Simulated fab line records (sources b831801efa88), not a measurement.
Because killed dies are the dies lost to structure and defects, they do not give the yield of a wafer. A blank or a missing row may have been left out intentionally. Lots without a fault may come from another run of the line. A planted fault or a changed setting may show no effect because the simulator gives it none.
fab line records ; flow gf180mcu
record lots=7; wafers=21; lastDay=34
route steps=602 shown NWELL@50 LVPWELL@54 MVSD@66 MVPSD@78 VT_IMPLANT@90
lots with no fault: from the same line, run without faults
startH: the number of hours between the record's first day and the start of the first shown wafer of the lot ; waitH: hours since the lot's step before ; " the same as in the row above ; L1.1+2: a row that stands for several wafers ; - either no value or no given start ; * or withheld: withheld ; < > ~ a bound
route shown NAME@n: NAME is a module with steps in the file, n the number in the route of the first one ; usual: the fault-free wafers' mean and standard deviation ; same: alike in all rows ; chamber/n: place in a boat ; sites: readings site by site ; _std_site: standard deviation across them ; _edge_site: outer sites' mean less inner sites' ; radiusMm: how far each site lies from the wafer's centre ; mask NAME#n: copy n ; behind: tool/chamber where the wafer was last shaped ; hold: why the lot was held/for how many hours/how that ended ; device: names the non-switching transistor (n, p or np) ; end of line: the same wafers' tests at the end of the route ; step lacking rows: just its recipe ; killed: count of dies lost to structure and defects at first sort (not the wafer's yield) ; map: a wafer's dies, x killed, . not, _ none there
set.NAME: setting as actually run; set.NAME@STEP: the setting as run at that earlier step ; model.NAME: the simulator's own value behind a step, which no gauge read
lots at some steps of the route; a table a step, a row a wafer
services: from which hour (startH, from the record's first day; less than 0 if before it) a tool's chamber was out of use, for how many hours, and why
## steps
# step GF_NWELL_IMPLANT_08
# recipe species=P; energyKev=450; doseCm2=1.5e+13; tiltDeg=0
# step GF_NWELL_IMPLANT_09
# recipe species=P; energyKev=160; doseCm2=4e+12; tiltDeg=0
# step GF_NWELL_STRIP_10
# recipe chemistry=O2/N2; powerW=1400; pressureMtorr=1500; platenTempC=250; o2FlowSccm=3000; n2FlowSccm=300; overashFraction=0.5
# usual drypumpMotorCurrentA=6.05/0.29; heaterPowerW=334/38; oesProductAu=0.723/0.0046; stripTimeToEndpointS=36.95/0.14
lot.wafer;tool;chamber;startH;waitH;drypumpMotorCurrentA;heaterPowerW;oesProductAu;rfHoursCounterH;stripTimeToEndpointS
L377.3;plasmaAsher-03;0;53.66;0.1;5.98;287;0.724;-;37.18
L377.5;plasmaAsher-03;0;53.66;0.1;5.99;300;0.720;-;37.07
L377.6;plasmaAsher-03;1;53.66;0.1;5.70;320;0.726;-;37.09
L388.1;plasmaAsher-01;0;118.98;0.1;6.49;374;0.716;46;36.95
L388.4;plasmaAsher-01;0;118.98;0.1;6.48;370;0.729;-;36.88
L388.6;plasmaAsher-01;0;118.98;0.1;6.48;385;0.723;-;36.93
L390.2;plasmaAsher-01;1;128.80;0.1;5.62;383;0.720;47;36.90
L390.4;plasmaAsher-01;1;128.80;0.1;5.60;385;0.733;-;36.86
L390.6;plasmaAsher-01;1;128.80;0.1;5.62;375;0.721;-;36.86
L391.3;plasmaAsher-04;1;132.99;0.1;6.04;296;0.722;-;36.89
L391.4;plasmaAsher-04;0;132.99;0.1;6.19;313;0.724;-;36.84
L391.5;plasmaAsher-04;1;132.99;0.1;6.06;297;0.717;-;36.91
L392.1;plasmaAsher-04;0;136.98;0.1;6.20;309;0.717;48;37.06
L392.3;plasmaAsher-04;1;136.98;0.1;6.11;296;0.720;-;37.21
L392.5;plasmaAsher-04;0;136.98;0.1;6.18;319;0.727;-;37.07
L399.1;plasmaAsher-04;1;175.60;0.1;6.07;301;0.719;52;36.79
L399.3;plasmaAsher-04;1;175.60;0.1;6.08;298;0.723;-;36.92
L399.4;plasmaAsher-04;0;175.60;0.1;6.19;324;0.723;-;36.92
L400.3;plasmaAsher-01;1;183.08;0.1;5.57;378;0.714;-;37.05
L400.4;plasmaAsher-01;0;183.08;0.1;6.48;383;0.718;-;36.91
L400.5;plasmaAsher-01;1;183.08;0.1;5.65;378;0.713;-;37.02
# step GF_NWELL_TW_MEAS_11
# usual NWELL_TW=1559/9
lot.wafer;tool;chamber;startH;waitH;NWELL_TW
L377.3;filmMetro-04;-;53.75;0.1;1566
L377.5;filmMetro-04;-;53.75;0.1;1560
L377.6;filmMetro-04;-;53.75;0.1;1555
L388.1;filmMetro-03;-;119.08;0.1;1562
L388.4;filmMetro-03;-;119.08;0.1;1560
L388.6;filmMetro-03;-;119.08;0.1;1558
L390.2;filmMetro-01;-;128.91;0.1;1555
L390.4;filmMetro-01;-;128.91;0.1;1560
L390.6;filmMetro-01;-;128.91;0.1;1568
L391.3;filmMetro-01;-;133.07;0.1;1564
L391.4;filmMetro-01;-;133.07;0.1;1563
L391.5;filmMetro-01;-;133.07;0.1;1554
L392.1;filmMetro-04;-;137.08;0.1;1549
L392.3;filmMetro-04;-;137.08;0.1;1561
L392.5;filmMetro-04;-;137.08;0.1;1549
L399.1;filmMetro-01;-;175.70;0.1;1548
L399.3;filmMetro-01;-;175.70;0.1;1558
L399.4;filmMetro-01;-;175.70;0.1;1557
L400.3;filmMetro-04;-;183.17;0.1;1562
L400.4;filmMetro-04;-;183.17;0.1;1564
L400.5;filmMetro-04;-;183.17;0.1;1558
# step GF_LVPWELL_DEHYDRATE_00
# recipe tempC=200; timeS=60
# step GF_LVPWELL_HMDS_01
# recipe primeTimeS=60; primeTempC=120
# step GF_LVPWELL_COAT_02
# recipe spinRpm=2000; resistThkNm=3000
# step GF_LVPWELL_SOFTBAKE_03
# recipe tempC=110; timeS=withheld
# step GF_LVPWELL_EXPOSE_04
# recipe maskId=LVPWELL; targetCdNm=600; na=0.6; sourceShape=conventional; sigmaOuter=0.6; doseMj=260
# step GF_LVPWELL_PEB_05
# recipe tempC=115; timeS=withheld
# step GF_LVPWELL_DEVELOP_06
# recipe wallAngleDeg=90; developTimeS=60; devTempC=23
# step GF_LVPWELL_OVL_MEAS_07
# usual LVPWELL_OVL=0.1/1.3
lot.wafer;tool;chamber;startH;waitH;LVPWELL_OVL[nm]
L377.3;overlay-02;-;66.49;-;0.0
L377.5;overlay-02;-;66.49;-;-0.9
L377.6;overlay-02;-;66.49;-;-0.1
L388.1;overlay-01;-;133.32;-;0.7
L388.4;overlay-01;-;133.32;-;1.0
L388.6;overlay-01;-;133.32;-;-0.5
L390.2;overlay-02;-;143.42;-;-0.4
L390.4;overlay-02;-;143.42;-;-0.5
L390.6;overlay-02;-;143.42;-;0.4
L391.3;overlay-02;-;148.53;-;0.3
L391.4;overlay-02;-;148.53;-;1.5
L391.5;overlay-02;-;148.53;-;1.1
L392.1;overlay-01;-;152.61;-;2.5
L392.3;overlay-01;-;152.61;-;1.2
L392.5;overlay-01;-;152.61;-;-0.5
L399.1;overlay-02;-;192.61;-;-0.9
L399.3;overlay-02;-;192.61;-;-0.5
L399.4;overlay-02;-;192.61;-;0.9
L400.3;overlay-01;-;199.43;-;-0.8
L400.4;overlay-01;-;199.43;-;1.1
L400.5;overlay-01;-;199.43;-;1.3
# step GF_LVPWELL_IMPLANT_08
# recipe species=B; energyKev=170; doseCm2=1.5e+13; tiltDeg=0
# usual beamEnergyKeV=170.00/0.05; beamOnS=10.02/0.18; faradayCurrentUA=84.5/1.5
lot.wafer;tool;chamber;startH;waitH;beamEnergyKeV;beamOnS;faradayCurrentUA
L377.3;implanter-01;0;66.56;0.1;169.97;10.11;83.6
L377.5;implanter-01;0;66.56;0.1;169.92;10.03;84.2
L377.6;implanter-01;0;66.56;0.1;170.04;9.90;85.7
L388.1;implanter-03;0;133.35;0.0;170.04;10.05;84.6
L388.4;implanter-03;0;133.35;0.0;169.97;9.69;87.1
L388.6;implanter-03;0;133.35;0.0;169.99;9.86;85.4
L390.2;implanter-03;-;143.47;0.0;-;-;-
L390.4;implanter-03;-;143.47;0.0;-;-;-
L390.6;implanter-03;-;143.47;0.0;-;-;-
L391.3;implanter-03;-;148.60;0.1;-;-;-
L391.4;implanter-03;-;148.60;0.1;-;-;-
L391.5;implanter-03;-;148.60;0.1;-;-;-
L392.1;implanter-03;-;152.65;0.0;-;-;-
L392.3;implanter-03;-;152.65;0.0;-;-;-
L392.5;implanter-03;-;152.65;0.0;-;-;-
L399.1;implanter-04;0;192.65;0.0;169.96;9.76;86.5
L399.3;implanter-04;0;192.65;0.0;169.93;10.31;82.2
L399.4;implanter-04;0;192.65;0.0;169.99;9.84;86.0
L400.3;implanter-04;0;199.50;0.1;170.01;9.97;85.1
L400.4;implanter-04;0;199.50;0.1;170.09;10.02;84.5
L400.5;implanter-04;0;199.50;0.1;170.02;10.32;82.2
# step GF_LVPWELL_IMPLANT_09
# recipe species=B; energyKev=60; doseCm2=5e+12; tiltDeg=0
# step GF_LVPWELL_STRIP_10
# recipe chemistry=O2/N2; powerW=1400; pressureMtorr=1500; platenTempC=250; o2FlowSccm=3000; n2FlowSccm=300; overashFraction=0.5
# usual drypumpMotorCurrentA=5.99/0.18; heaterPowerW=315/24; oesProductAu=0.722/0.0045; stripTimeToEndpointS=36.98/0.091
lot.wafer;tool;chamber;startH;waitH;drypumpMotorCurrentA;heaterPowerW;oesProductAu;rfHoursCounterH;stripTimeToEndpointS
L377.3;plasmaAsher-04;1;66.84;0.1;6.10;293;0.725;-;36.98
L377.5;plasmaAsher-04;1;66.84;0.1;6.11;299;0.715;-;37.00
L377.6;plasmaAsher-04;0;66.84;0.1;6.20;314;0.721;-;36.97
L388.1;plasmaAsher-04;0;133.65;0.1;6.21;318;0.722;47;37.11
L388.4;plasmaAsher-04;0;133.65;0.1;6.20;311;0.721;-;36.94
L388.6;plasmaAsher-04;1;133.65;0.1;6.10;297;0.719;-;37.06
L390.2;plasmaAsher-03;0;143.75;0.1;5.99;296;0.729;3;37.04
L390.4;plasmaAsher-03;0;143.75;0.1;6.01;290;0.719;-;37.07
L390.6;plasmaAsher-03;1;143.75;0.1;5.70;318;0.726;-;37.08
L391.3;plasmaAsher-03;1;148.89;0.1;5.69;318;0.710;-;37.12
L391.4;plasmaAsher-03;0;148.89;0.1;5.98;293;0.718;-;37.12
L391.5;plasmaAsher-03;1;148.89;0.1;5.69;313;0.724;-;37.04
L392.1;plasmaAsher-04;1;152.95;0.1;6.09;295;0.726;49;36.94
L392.3;plasmaAsher-04;0;152.95;0.1;6.20;313;0.722;-;36.80
L392.5;plasmaAsher-04;1;152.95;0.1;6.09;284;0.727;-;36.96
L399.1;plasmaAsher-04;0;192.95;0.1;6.19;322;0.720;53;37.03
L399.3;plasmaAsher-04;0;192.95;0.1;6.18;317;0.714;-;36.95
L399.4;plasmaAsher-04;1;192.95;0.1;6.05;290;0.720;-;37.05
L400.3;plasmaAsher-03;0;199.79;0.1;6.01;298;0.722;-;36.75
L400.4;plasmaAsher-03;1;199.79;0.1;5.68;321;0.726;-;36.90
L400.5;plasmaAsher-03;1;199.79;0.1;5.70;315;0.729;-;36.91
# step GF_LVPWELL_TW_MEAS_11
# usual LVPWELL_TW=553/3.1
lot.wafer;tool;chamber;startH;waitH;LVPWELL_TW
L377.3;filmMetro-01;-;66.93;0.1;550
L377.5;filmMetro-01;-;66.93;0.1;550
L377.6;filmMetro-01;-;66.93;0.1;552
L388.1;filmMetro-03;-;133.75;0.1;559
L388.4;filmMetro-03;-;133.75;0.1;558
L388.6;filmMetro-03;-;133.75;0.1;554
L390.2;filmMetro-01;-;143.86;0.1;337
L390.4;filmMetro-01;-;143.86;0.1;336
L390.6;filmMetro-01;-;143.86;0.1;338
L391.3;filmMetro-04;-;148.97;0.1;336
L391.4;filmMetro-04;-;148.97;0.1;336
L391.5;filmMetro-04;-;148.97;0.1;336
L392.1;filmMetro-04;-;153.05;0.1;336
L392.3;filmMetro-04;-;153.05;0.1;336
L392.5;filmMetro-04;-;153.05;0.1;335
L399.1;filmMetro-01;-;193.05;0.1;553
L399.3;filmMetro-01;-;193.05;0.1;555
L399.4;filmMetro-01;-;193.05;0.1;550
L400.3;filmMetro-04;-;199.87;0.1;557
L400.4;filmMetro-04;-;199.87;0.1;553
L400.5;filmMetro-04;-;199.87;0.1;556
# step GF_MVSD_DEHYDRATE_00
# recipe tempC=200; timeS=60
# step GF_MVSD_HMDS_01
# recipe primeTimeS=60; primeTempC=120
# step GF_MVSD_COAT_02
# recipe spinRpm=2000; resistThkNm=3000
# step GF_MVSD_SOFTBAKE_03
# recipe tempC=110; timeS=withheld
# step GF_MVSD_EXPOSE_04
# recipe maskId=MVSD; targetCdNm=1000; na=0.6; sourceShape=conventional; sigmaOuter=0.6; doseMj=260
# step GF_MVSD_PEB_05
# recipe tempC=115; timeS=withheld
# step GF_MVSD_DEVELOP_06
# recipe wallAngleDeg=90; developTimeS=60; devTempC=23
# step GF_MVSD_OVL_MEAS_07
# usual MVSD_OVL=1.0/1.3
lot.wafer;tool;chamber;startH;waitH;MVSD_OVL[nm]
L377.3;overlay-02;-;79.33;-;0.0
L377.5;overlay-02;-;79.33;-;-0.3
L377.6;overlay-02;-;79.33;-;0.0
L388.1;overlay-01;-;149.26;-;1.9
L388.4;overlay-01;-;149.26;-;0.3
L388.6;overlay-01;-;149.26;-;1.9
L390.2;overlay-02;-;158.72;-;0.5
L390.4;overlay-02;-;158.72;-;2.5
L390.6;overlay-02;-;158.72;-;-1.2
L391.3;overlay-02;-;164.34;-;1.9
L391.4;overlay-02;-;164.34;-;1.0
L391.5;overlay-02;-;164.34;-;0.6
L392.1;overlay-01;-;168.62;-;1.8
L392.3;overlay-01;-;168.62;-;0.5
L392.5;overlay-01;-;168.62;-;1.3
L399.1;overlay-01;-;210.17;-;0.0
L399.3;overlay-01;-;210.17;-;1.7
L399.4;overlay-01;-;210.17;-;0.3
L400.3;overlay-01;-;216.62;-;1.5
L400.4;overlay-01;-;216.62;-;4.5
L400.5;overlay-01;-;216.62;-;1.9
# step GF_MVSD_IMPLANT_08
# recipe species=P; energyKev=400; doseCm2=1.6e+13; tiltDeg=0
# step GF_MVSD_IMPLANT_09
# recipe species=P; energyKev=100; doseCm2=5e+12; tiltDeg=0
# step GF_MVSD_STRIP_10
# recipe chemistry=O2/N2; powerW=1400; pressureMtorr=1500; platenTempC=250; o2FlowSccm=3000; n2FlowSccm=300; overashFraction=0.5
# usual drypumpMotorCurrentA=6.08/0.21; heaterPowerW=341/33; oesProductAu=0.723/0.0045; stripTimeToEndpointS=36.95/0.12
lot.wafer;tool;chamber;startH;waitH;drypumpMotorCurrentA;heaterPowerW;oesProductAu;rfHoursCounterH;stripTimeToEndpointS
L377.3;plasmaAsher-02;1;79.68;0.1;5.97;369;0.724;-;36.94
L377.5;plasmaAsher-02;1;79.68;0.1;5.98;368;0.725;-;36.96
L377.6;plasmaAsher-02;0;79.68;0.1;6.10;328;0.724;-;36.87
L388.1;plasmaAsher-02;0;149.60;0.1;6.13;330;0.720;35;36.90
L388.4;plasmaAsher-02;0;149.60;0.1;6.12;333;0.723;-;37.00
L388.6;plasmaAsher-02;1;149.60;0.1;6.00;372;0.725;-;36.78
L390.2;plasmaAsher-04;1;159.05;0.1;6.10;291;0.725;50;37.02
L390.4;plasmaAsher-04;1;159.05;0.1;6.09;296;0.719;-;36.99
L390.6;plasmaAsher-04;1;159.05;0.1;6.08;285;0.727;-;36.98
L391.3;plasmaAsher-04;0;164.69;0.1;6.18;317;0.720;-;37.07
L391.4;plasmaAsher-04;1;164.69;0.1;6.07;289;0.721;-;37.05
L391.5;plasmaAsher-04;0;164.69;0.1;6.18;320;0.728;-;37.10
L392.1;plasmaAsher-04;0;168.96;0.1;6.18;318;0.713;51;37.03
L392.3;plasmaAsher-04;0;168.96;0.1;6.20;317;0.723;-;36.97
L392.5;plasmaAsher-04;1;168.96;0.1;6.09;300;0.716;-;37.10
L399.1;plasmaAsher-02;0;210.51;0.1;6.09;325;0.723;42;36.83
L399.3;plasmaAsher-02;1;210.51;0.1;5.99;379;0.721;-;36.94
L399.4;plasmaAsher-02;0;210.51;0.1;6.09;331;0.722;-;36.80
L400.3;plasmaAsher-04;0;216.98;0.1;6.20;312;0.719;-;37.12
L400.4;plasmaAsher-04;1;216.98;0.1;6.07;294;0.719;-;37.26
L400.5;plasmaAsher-04;0;216.98;0.1;6.20;315;0.731;-;37.23
# step GF_MVSD_TW_MEAS_11
# usual MVSD_TW=1566/8.8
lot.wafer;tool;chamber;startH;waitH;MVSD_TW
L377.3;filmMetro-04;-;79.77;0.1;1567
L377.5;filmMetro-04;-;79.77;0.1;1571
L377.6;filmMetro-04;-;79.77;0.1;1565
L388.1;filmMetro-04;-;149.70;0.1;1553
L388.4;filmMetro-04;-;149.70;0.1;1562
L388.6;filmMetro-04;-;149.70;0.1;1557
L390.2;filmMetro-03;-;159.16;0.1;1567
L390.4;filmMetro-03;-;159.16;0.1;1569
L390.6;filmMetro-03;-;159.16;0.1;1561
L391.3;filmMetro-03;-;164.78;0.1;1559
L391.4;filmMetro-03;-;164.78;0.1;1559
L391.5;filmMetro-03;-;164.78;0.1;1569
L392.1;filmMetro-03;-;169.06;0.1;1574
L392.3;filmMetro-03;-;169.06;0.1;1577
L392.5;filmMetro-03;-;169.06;0.1;1570
L399.1;filmMetro-04;-;210.61;0.1;1560
L399.3;filmMetro-04;-;210.61;0.1;1571
L399.4;filmMetro-04;-;210.61;0.1;1566
L400.3;filmMetro-01;-;217.07;0.1;1555
L400.4;filmMetro-01;-;217.07;0.1;1565
L400.5;filmMetro-01;-;217.07;0.1;1567
# step GF_MVPSD_DEHYDRATE_00
# recipe tempC=200; timeS=60
# step GF_MVPSD_HMDS_01
# recipe primeTimeS=60; primeTempC=120
# step GF_MVPSD_COAT_02
# recipe spinRpm=2000; resistThkNm=3000
# step GF_MVPSD_SOFTBAKE_03
# recipe tempC=110; timeS=withheld
# step GF_MVPSD_EXPOSE_04
# recipe maskId=MVPSD; targetCdNm=1000; na=0.6; sourceShape=conventional; sigmaOuter=0.6; doseMj=260
# step GF_MVPSD_PEB_05
# recipe tempC=115; timeS=withheld
# step GF_MVPSD_DEVELOP_06
# recipe wallAngleDeg=90; developTimeS=60; devTempC=23
# step GF_MVPSD_OVL_MEAS_07
# usual MVPSD_OVL=0.2/1.4
lot.wafer;tool;chamber;startH;waitH;MVPSD_OVL[nm]
L377.3;overlay-02;-;93.46;-;-1.1
L377.5;overlay-02;-;93.46;-;-0.8
L377.6;overlay-02;-;93.46;-;-2.5
L388.1;overlay-02;-;165.22;-;0.6
L388.4;overlay-02;-;165.22;-;2.3
L388.6;overlay-02;-;165.22;-;1.0
L390.2;overlay-02;-;175.45;-;-1.1
L390.4;overlay-02;-;175.45;-;-2.0
L390.6;overlay-02;-;175.45;-;-1.5
L391.3;overlay-01;-;180.46;-;-1.3
L391.4;overlay-01;-;180.46;-;0.0
L391.5;overlay-01;-;180.46;-;1.3
L392.1;overlay-02;-;184.82;-;-1.2
L392.3;overlay-02;-;184.82;-;-3.0
L392.5;overlay-02;-;184.82;-;-0.6
L399.1;overlay-01;-;228.27;-;-0.9
L399.3;overlay-01;-;228.27;-;-0.6
L399.4;overlay-01;-;228.27;-;-1.1
L400.3;overlay-02;-;235.25;-;-0.8
L400.4;overlay-02;-;235.25;-;0.8
L400.5;overlay-02;-;235.25;-;-1.1
# step GF_MVPSD_IMPLANT_08
# recipe species=B; energyKev=170; doseCm2=1.5e+13; tiltDeg=0
# step GF_MVPSD_IMPLANT_09
# recipe species=B; energyKev=40; doseCm2=5e+12; tiltDeg=0
# step GF_MVPSD_STRIP_10
# recipe chemistry=O2/N2; powerW=1400; pressureMtorr=1500; platenTempC=250; o2FlowSccm=3000; n2FlowSccm=300; overashFraction=0.5
# usual drypumpMotorCurrentA=5.96/0.27; heaterPowerW=340/36; oesProductAu=0.723/0.0046; stripTimeToEndpointS=36.96/0.092
lot.wafer;tool;chamber;startH;waitH;drypumpMotorCurrentA;heaterPowerW;oesProductAu;rfHoursCounterH;stripTimeToEndpointS
L377.3;plasmaAsher-01;0;93.81;0.1;6.45;383;0.722;-;36.90
L377.5;plasmaAsher-01;1;93.81;0.1;5.58;376;0.718;-;36.85
L377.6;plasmaAsher-01;0;93.81;0.1;6.46;383;0.728;-;36.78
L388.1;plasmaAsher-02;1;165.55;0.1;6.01;361;0.713;37;36.86
L388.4;plasmaAsher-02;1;165.55;0.1;5.99;376;0.719;-;36.95
L388.6;plasmaAsher-02;0;165.55;0.1;6.13;322;0.723;-;36.92
L390.2;plasmaAsher-02;1;175.78;0.1;6.00;370;0.725;38;36.91
L390.4;plasmaAsher-02;1;175.78;0.1;5.98;376;0.717;-;36.87
L390.6;plasmaAsher-02;1;175.78;0.1;6.00;377;0.716;-;36.93
L391.3;plasmaAsher-01;1;180.81;0.1;5.63;385;0.724;-;37.05
L391.4;plasmaAsher-01;0;180.81;0.1;6.48;383;0.716;-;36.96
L391.5;plasmaAsher-01;1;180.81;0.1;5.58;370;0.719;-;37.03
L392.1;plasmaAsher-03;0;185.16;0.1;6.04;298;0.722;7;37.04
L392.3;plasmaAsher-03;1;185.16;0.1;5.70;317;0.718;-;37.13
L392.5;plasmaAsher-03;0;185.16;0.1;6.00;286;0.716;-;37.10
L399.1;plasmaAsher-03;0;228.60;0.1;5.99;291;0.720;12;36.90
L399.3;plasmaAsher-03;0;228.60;0.1;6.02;291;0.718;-;36.93
L399.4;plasmaAsher-03;1;228.60;0.1;5.68;317;0.718;-;36.99
L400.3;plasmaAsher-03;1;235.61;0.1;5.69;316;0.722;-;36.99
L400.4;plasmaAsher-03;0;235.61;0.1;6.00;286;0.717;-;36.84
L400.5;plasmaAsher-03;1;235.61;0.1;5.69;319;0.721;-;36.96
# step GF_MVPSD_TW_MEAS_11
# usual MVPSD_TW=549/3
lot.wafer;tool;chamber;startH;waitH;MVPSD_TW
L377.3;filmMetro-04;-;93.90;0.1;551
L377.5;filmMetro-04;-;93.90;0.1;551
L377.6;filmMetro-04;-;93.90;0.1;551
L388.1;filmMetro-01;-;165.65;0.1;551
L388.4;filmMetro-01;-;165.65;0.1;554
L388.6;filmMetro-01;-;165.65;0.1;551
L390.2;filmMetro-01;-;175.89;0.1;547
L390.4;filmMetro-01;-;175.89;0.1;546
L390.6;filmMetro-01;-;175.89;0.1;547
L391.3;filmMetro-04;-;180.90;0.1;547
L391.4;filmMetro-04;-;180.90;0.1;550
L391.5;filmMetro-04;-;180.90;0.1;549
L392.1;filmMetro-04;-;185.26;0.1;556
L392.3;filmMetro-04;-;185.26;0.1;549
L392.5;filmMetro-04;-;185.26;0.1;549
L399.1;filmMetro-01;-;228.70;0.1;551
L399.3;filmMetro-01;-;228.70;0.1;550
L399.4;filmMetro-01;-;228.70;0.1;548
L400.3;filmMetro-04;-;235.70;0.1;551
L400.4;filmMetro-04;-;235.70;0.1;553
L400.5;filmMetro-04;-;235.70;0.1;556
# step GF_VT_IMPLANT_DEHYDRATE_00
# recipe tempC=200; timeS=60
# step GF_VT_IMPLANT_HMDS_01
# recipe primeTimeS=60; primeTempC=120
# step GF_VT_IMPLANT_RS_MEAS_48
# recipe thkMeasGauge=four-point-probe
# usual LVPWELL_RS=1197/3
lot.wafer;tool;chamber;startH;waitH;LVPWELL_RS[ohm/sq]
L377.3;filmMetro-03;-;152.18;0.1;1202
L377.5;filmMetro-03;-;152.18;0.1;1199
L377.6;filmMetro-03;-;152.18;0.1;1202
L388.1;filmMetro-01;-;232.58;0.1;1197
L388.4;filmMetro-01;-;232.58;0.1;1196
L388.6;filmMetro-01;-;232.58;0.1;1201
L390.2;filmMetro-01;-;246.55;0.1;3822
L390.4;filmMetro-01;-;246.55;0.1;3822
L390.6;filmMetro-01;-;246.55;0.1;3831
L391.3;filmMetro-03;-;251.14;0.1;3821
L391.4;filmMetro-03;-;251.14;0.1;3832
L391.5;filmMetro-03;-;251.14;0.1;3828
L392.1;filmMetro-03;-;257.93;0.1;3820
L392.3;filmMetro-03;-;257.93;0.1;3815
L392.5;filmMetro-03;-;257.93;0.1;3815
L399.1;filmMetro-03;-;307.45;0.1;1195
L399.3;filmMetro-03;-;307.45;0.1;1194
L399.4;filmMetro-03;-;307.45;0.1;1197
L400.3;filmMetro-01;-;316.50;0.1;1195
L400.4;filmMetro-01;-;316.50;0.1;1196
L400.5;filmMetro-01;-;316.50;0.1;1194
## services
tool;chamber;startH;hours;kind
implanter-01;-;32.29;3.4;pm
plasmaAsher-02;-;38.63;4.3;pm
plasmaAsher-01;-;52.35;13.1;repair
implanter-01;-;103.72;2.3;repair
plasmaAsher-03;-;108.75;9.0;pm
plasmaAsher-03;0;108.75;9.0;ventCycle
plasmaAsher-03;1;108.75;9.0;ventCycle
plasmaAsher-03;0;117.75;-;clean
plasmaAsher-03;1;117.75;-;clean
plasmaAsher-01;-;134.26;2.2;repair
implanter-04;-;159.20;4.7;repair
plasmaAsher-02;-;196.48;1.6;repair
implanter-03;-;201.85;5.1;pm
plasmaAsher-03;-;207.96;2.9;repair
implanter-04;-;212.84;4.5;repair
plasmaAsher-02;-;215.95;24.5;repair
implanter-04;-;223.65;7.7;pm
plasmaAsher-04;-;224.76;3.8;repair
implanter-01;-;230.88;61.7;repair
implanter-04;-;231.36;3.3;pm
## key
firstSign step=GF_LVPWELL_IMPLANT_08; reading=toolRecord; direction=missing
effect step=GF_LVPWELL_TW_MEAS_11; reading=LVPWELL_TW; direction=down; sigmas=71; usual=553; struck=336
effect step=GF_VT_IMPLANT_RS_MEAS_48; reading=LVPWELL_RS; direction=up; sigmas=99+; usual=1197; struck=3823
metAt GF_LVPWELL_IMPLANT_08
struckWafers L390.2,L390.4,L390.6,L391.3,L391.4,L391.5,L392.1,L392.3,L392.5
laterRowsLeftOut L390.2,L390.4,L390.6,L391.3,L391.4,L391.5,L392.1,L392.3,L392.5
sortLeftOut L390.2,L390.4,L390.6,L391.3,L391.4,L391.5,L392.1,L392.3,L392.5
testerLeftOut L390,L391,L392
onsetBetween 133.35 143.47
fault kind=skippedStepWhole; tool=implanter-03; chamber=-; onsetH=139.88; steps=GF_LVPWELL_IMPLANT_08; scope=struckLotsOnly
# testerLeftOut: of these lots the tester's yield and bins aren't shown, on N5 and GAA mostly nor the transistor test; their killed dies are dies lost to structure and defects alone, not to doping, threshold or leakage, so they don't give the yield
# sortLeftOut: the simulated sort isn't trusted on such a fault, so these wafers' sort isn't shown, and their yield isn't known
# laterRowsLeftOut: the simulator's readings of these wafers behind a module that went badly wrong aren't trusted and aren't shown, but for the sort
